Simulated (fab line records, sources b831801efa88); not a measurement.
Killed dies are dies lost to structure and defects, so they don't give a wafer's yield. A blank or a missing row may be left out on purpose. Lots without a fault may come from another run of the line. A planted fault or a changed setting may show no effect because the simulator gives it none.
Chamber matching | flow gf180mcu | GF_CONTACT_CMP_27 on cmp-01: 4 sister chambers
The step polishes, stops on SiO2, t overpolish 15 s, target thk 0 nm. 14 wafers are shown with their chamber, then 7 later ones without.

WAFERS WITH THEIR CHAMBER
wafer  | chamber | motor_current_A (A) | platen_rpm (rpm) | overpolish_run_s (s)
L493.1 | 2       | 11.1                | 59.92            | 15.010
L493.2 | 0       | 9.8                 | 60.02            | 15.006
L493.4 | 1       | 12.5                | 60.05            | 15.011
L497.1 | 3       | 11.2                | 59.98            | 14.981
L497.3 | 2       | 11.0                | 60.02            | 15.021
L497.6 | 2       | 10.6                | 60.02            | 15.012
L499.2 | 3       | 11.4                | 59.99            | 14.984
L499.4 | 2       | 11.0                | 59.94            | 14.996
L499.6 | 2       | 11.3                | 59.96            | 15.007
L502.3 | 1       | 12.2                | 60.03            | 15.006
L502.4 | 3       | 11.5                | 59.99            | 15.011
L502.6 | 1       | 12.2                | 60.01            | 15.001
L511.2 | 1       | 12.3                | 60.07            | 14.995
L511.3 | 0       | 11.0                | 60.07            | 15.004

SIGNATURES (means of the wafers above)
reading          | chamber 0 | chamber 1 | chamber 2 | chamber 3 | scatter within a chamber
motor_current_A  | 10.400    | 12.300    | 11.000    | 11.367    | 0.33
platen_rpm       | 60.0450   | 60.0400   | 59.9720   | 59.9867   | 0.0343
overpolish_run_s | 15.00500  | 15.00325  | 15.00920  | 14.99200  | 0.0101
Rule: a wafer's distance from a chamber is the root of the sum, over the readings, of the square of ((its reading less the chamber's mean) divided by the reading's scatter). The wafer belongs to the nearest chamber; if the next one is less than 2 further off, it can't be placed. The scatter: the root of (the sum of the squares of (reading less its chamber's mean) over the shown wafers, divided by (wafers less chambers)).

WAFERS WITHOUT THEIR CHAMBER
wafer  | motor_current_A (A) | platen_rpm (rpm) | overpolish_run_s (s)
L511.5 | 10.9                | 60.02            | 15.008
L513.2 | 11.4                | 60.00            | 15.007
L513.3 | 12.9                | 60.00            | 15.003
L513.4 | 10.1                | 60.05            | 14.993
L514.2 | 11.1                | 60.08            | 14.993
L514.3 | 11.7                | 60.04            | 14.999
L514.5 | 10.1                | 59.97            | 14.999

WHICH CHAMBER EACH WENT THROUGH
wafer  | from the rows above               | in truth
L511.5 | can't be placed: 2 or 0 or 3      | 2
L513.2 | can't be placed: 2 or 3 or 1 or 0 | 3
L513.3 | 1                                 | 1
L513.4 | 0                                 | 0
L514.2 | can't be placed: 0 or 3 or 2 or 1 | 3
L514.3 | can't be placed: 1 or 3 or 2      | 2
L514.5 | can't be placed: 0 or 2 or 3      | 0
Placed correctly: 2 of 7. Can't be placed from these rows: 5 (the true chamber is among the candidates in 5). Placed wrongly: 0.
